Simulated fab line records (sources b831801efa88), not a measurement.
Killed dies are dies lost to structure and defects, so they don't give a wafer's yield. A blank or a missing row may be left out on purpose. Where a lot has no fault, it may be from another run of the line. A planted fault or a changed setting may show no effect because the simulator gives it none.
What tool caused it? + flow sky130 + 12 lots, 36 wafers sampled, at 1 step of a route of 708

## WHAT THE GAUGES SHOWED, per wafer
SKY_POLY_GATE_CD_MEAS_22.
| lot  | measured     | on        | cd nm (nm)        |
|------|--------------|-----------|-------------------|
| L075 | day 16 19:29 | cd sem-01 | 148.8 151.2 149.0 |
| L077 | day 17 10:47 | cd sem-02 | 147.6 150.5 148.4 |
| L079 | day 18 07:04 | cd sem-01 | 148.2 148.4 148.2 |
| L081 | day 19 02:38 | cd sem-02 | 147.3 150.3 149.9 |
| L083 | day 19 18:39 | cd sem-01 | 150.5 150.9 152.0 |
| L085 | day 20 15:26 | cd sem-02 | 152.1 151.8 153.1 |
| L087 | day 21 07:13 | cd sem-02 | 149.0 149.2 148.0 |
| L089 | day 22 06:37 | cd sem-01 | 149.8 153.8 150.0 |
| L091 | day 22 22:58 | cd sem-02 | 151.4 148.5 147.5 |
| L093 | day 23 08:34 | cd sem-02 | 152.4 153.0 153.8 |
| L095 | day 24 03:08 | cd sem-02 | 150.6 152.0 147.9 |
| L097 | day 25 08:08 | cd sem-01 | 151.3 150.1 151.2 |

## WHICH TOOL RAN EACH LOT (tool, then ch and the chambers of the sampled wafers, then the start)
Record: no process step prior to these readings.

## THE ANSWER, worked out from the rows above alone
Rule: what is usual is taken from the lots themselves. Put in order of their means at a reading, lots are off if they are a third of the lots or fewer, leave a main group of 4 or more, and stand apart from it by a gap of 3 or more times the standard deviation of the main group's means; of several such gaps the widest counts. If all means in a main group match to the digits the tables above print for the reading, that group is not used. Also off: a lot with no number at a reading for which 4 or more lots have one. Any other lot the step has rows for is counted as sound.
No lot is off at any reading shown: from this, nothing can be told.

## WHAT THE SIMULATOR PUT IN
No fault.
